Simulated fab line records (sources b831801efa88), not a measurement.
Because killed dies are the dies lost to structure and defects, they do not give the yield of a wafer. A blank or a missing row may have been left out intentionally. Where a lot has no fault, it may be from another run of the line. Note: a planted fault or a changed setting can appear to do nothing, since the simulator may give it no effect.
Problem report in the 8D (eight disciplines) form, filled by code -- flow gf180mcu -- the parts of the form that need people (team, actions taken, sign-off) are left out

1. WHAT IS WRONG
V3_CVD_02_THK at GF_V3_THK_MEAS_03 reads a mean of 727 nm on 1 wafer of 1 lot; wafers without a fault read 849 nm with a standard deviation of 12. That is -10 standard deviations from the usual mean.
First observed at day 27 00:23: wafer L227.1, on film_metro-04. The record holds 36 wafers of 12 lots with a number at this step. By rule, "out" or "out of limits" means more than 4 standard deviations away from the usual mean. The other wafers with a number count as sound.

2. WHAT IT IS, AND WHAT IT ISN'T
question,is,is not
which readings at this step,V3_CVD_02_THK,-
which lots,L227,"L214, L215, L218, L219, L220, L222, L223, L225, L234, L235, L237"
which wafers of those lots,L227.1,"L227.2, L227.5"
read on which gauges,film_metro-04,"film_metro-01, film_metro-03"
when,from day 27 00:23,"up to then (26 sound wafers); but 9 sound wafers of L234, L235, L237 came after"

3. SUSPECTS, AND WHAT RULES EACH OUT
Counting: any tool at a process step up to the reading remains a suspect provided it ran every lot that is out. Sound lots after the first of them don't rule it out here, since some wafers of a struck lot are sound.
- the gauge at GF_V3_THK_MEAS_03 has been ruled out. All the wafers that are out were read on film_metro-04, but those of them that GF_V3_ETCH_17 has rows for are out there too, on other tools.
- pvd_sputter-01 at GF_M3_SPUTTER_02 (material AlCu, target thk 450 nm, time 23.9 s): kept. The lot that is out, L227, ran on it at day 26 02:37; the last sound lot it ran before that was L225, at day 24 18:50.
- pvd_sputter-01 at GF_M3_SPUTTER_03 (material Ti, target thk 10 nm, time 6.7 s): kept. The lot that is out, L227, ran on it at day 26 02:39; the last sound lot it ran before that was L225, at day 24 18:52.
- pecvd-02 at GF_V3_CVD_02 (deposits SiO2 from TEOS, target thk 850 nm, time 94.851 s): kept. The lot that is out, L227, ran on it at day 27 00:19; the last sound lot it ran before that was L222, at day 24 12:19.
- Within pecvd-02 at GF_V3_CVD_02: the wafers that are out ran in chamber 2; their sound lot-mates ran in chambers 0, 1.
Still standing after the count: pvd_sputter-01 at GF_M3_SPUTTER_02, pvd_sputter-01 at GF_M3_SPUTTER_03, pecvd-02 at GF_V3_CVD_02.

4. THE CAUSE (what the simulator had put in)
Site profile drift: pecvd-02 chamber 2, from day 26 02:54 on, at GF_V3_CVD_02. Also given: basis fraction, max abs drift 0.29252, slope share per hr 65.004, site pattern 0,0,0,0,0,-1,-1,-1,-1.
3 suspects survive the count, and this tool is in that group.

5. THE CHAIN OF EFFECTS, in route order
Rows list readings where the struck wafers' mean (over those with a number) sits beyond 3 standard deviations from the usual. Only readings for which the record gives a usual standard deviation are gone through. hours: the time from each lot's start at the first step in this table that gives one to its start at this step, as a median over the lots. sigmas: the change in usual standard deviations.
hours,step,reading,usual,on struck wafers,change,sigmas
0,GF_V3_THK_MEAS_03,V3_CVD_02_THK,849 nm,727,-122,-10
-,GF_V3_ETCH_17,oes_product_au,0.855 a.u.,0.771,-0.084,-17
The process steps in it:
- GF_V3_ETCH_17: etches SiO2 in C4F8/O2/Ar, stops on TiN, target depth 635 nm.

6. WHAT WOULD HAVE CAUGHT IT SOONER
The first out-of-limits reading at a measuring or inspecting step in this record came at day 27 00:23, 21 hours after the fault's start at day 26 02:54.
An alarm limit of 4 standard deviations would not have fired on the tool readings at GF_V3_CVD_02 for which the record gives a usual standard deviation, since none of them was out on any struck wafer.
Lots out: 1; all had begun GF_V3_CVD_02 on pecvd-02 by day 27 00:23. Holding the tool at that point would not have protected any of them.
